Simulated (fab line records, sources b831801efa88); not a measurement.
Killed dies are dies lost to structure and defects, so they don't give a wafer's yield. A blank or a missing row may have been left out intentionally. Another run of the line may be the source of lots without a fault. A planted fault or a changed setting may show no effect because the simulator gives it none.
Tool commonality check ; flow gf180mcu ; Sampled: 13 lots, 39 wafers

## WHY IT WAS OPENED
At GF_DUAL_GATE_THK_MEAS_03 the reading DUAL_GATE_OXIDATION_00_THK is flagged on 2 of 13 lots. No-fault wafers: 10.83 nm, standard deviation 0.21.
Rule: a lot gets a flag if all its wafers with a number sit over 4 standard deviations from that mean, or if no wafer of it has a number. The rest of the lots are taken to be sound.

lot;measured;on;DUAL_GATE_OXIDATION_00_THK (nm), wafer by wafer;flag
L740;day 7 14:36;film-metro-01;10.88 10.86 10.82;
L741;day 7 19:22;film-metro-02;11.06 10.72 10.71;
L742;day 8 05:12;film-metro-01;11.10 11.14 10.96;
L744;day 8 21:49;film-metro-01;10.96 11.01 10.94;
L746;day 9 06:17;film-metro-02;11.05 11.34 11.00;
L747;day 9 13:49;film-metro-01;10.76 10.67 10.85;
L750;day 10 14:44;film-metro-02;12.25 12.25 12.04;FLAGGED
L751;day 10 19:13;film-metro-01;12.19 12.06 12.05;FLAGGED
L752;day 11 00:34;film-metro-02;11.16 11.20 11.19;
L753;day 11 12:17;film-metro-04;10.99 10.99 10.79;
L758;day 12 16:05;film-metro-01;10.71 10.80 10.67;
L762;day 13 19:19;film-metro-01;10.97 10.96 11.08;
L763;day 14 04:28;film-metro-01;10.71 10.45 10.59;
The numbers of the flagged lots are 12.14 nm on average: +1.31 nm against the usual, or +6 standard deviations.

## EACH LOT AND THE TOOL IT RAN ON
The record holds 1 process step before the reading, out of a route of 602 steps. In each cell: the tool, then ch and the chambers that the sampled wafers went through, then the start.
lot;flag;GF_DUAL_GATE_OXIDATION_02
L740;;furnace-01 ch 0, day 7 13:10
L741;;furnace-02 ch 0, day 7 17:55
L742;;furnace-01 ch 0, day 8 03:45
L744;;furnace-02 ch 0, day 8 20:22
L746;;furnace-02 ch 0, day 9 04:50
L747;;furnace-01 ch 0, day 9 12:23
L750;FLAGGED;furnace-01 ch 0, day 10 13:17
L751;FLAGGED;furnace-01 ch 0, day 10 17:47
L752;;furnace-02 ch 0, day 10 23:07
L753;;furnace-02 ch 0, day 11 10:50
L758;;furnace-02 ch 0, day 12 14:38
L762;;furnace-02 ch 0, day 13 17:51
L763;;furnace-02 ch 0, day 14 03:01
What these steps do:
- GF_DUAL_GATE_OXIDATION_02: stabilise 600 s, purge 300 s, target thk 10.887 nm.
- GF_DUAL_GATE_THK_MEAS_03

## FLAGGED AGAINST TOTAL, ONE TOOL AT A TIME (gauges that did the reading follow at the end)
step;tool;lots run;flagged;share of the flagged lots;sound lots run after its first flagged lot
GF_DUAL_GATE_OXIDATION_02;furnace-01;5;2;all;0
GF_DUAL_GATE_OXIDATION_02;furnace-02;8;0;none;-
GF_DUAL_GATE_THK_MEAS_03;film-metro-01;8;1;some;3 (L758,L762,L763)
GF_DUAL_GATE_THK_MEAS_03;film-metro-02;4;1;some;1 (L752)
GF_DUAL_GATE_THK_MEAS_03;film-metro-04;1;0;none;-

## WHAT THE TABLE PERMITS
Rows of the table that ran each flagged lot: 1, that is furnace-01 at GF_DUAL_GATE_OXIDATION_02.
- furnace-01 at GF_DUAL_GATE_OXIDATION_02 ran 5 lots, 2 of them flagged. It ran its last sound lot, L747, at day 9 12:23 and its first flagged lot, L750, at day 10 13:17: a fault with its onset between the two fits.
One tool is left: furnace-01 at GF_DUAL_GATE_OXIDATION_02.

## WHAT THE SIMULATOR HAD INSERTED
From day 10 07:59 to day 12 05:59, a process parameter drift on furnace-01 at GF_DUAL_GATE_OXIDATION_02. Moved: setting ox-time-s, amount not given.
Lots struck among those shown: L750, L751. This agrees with what the rule above found.
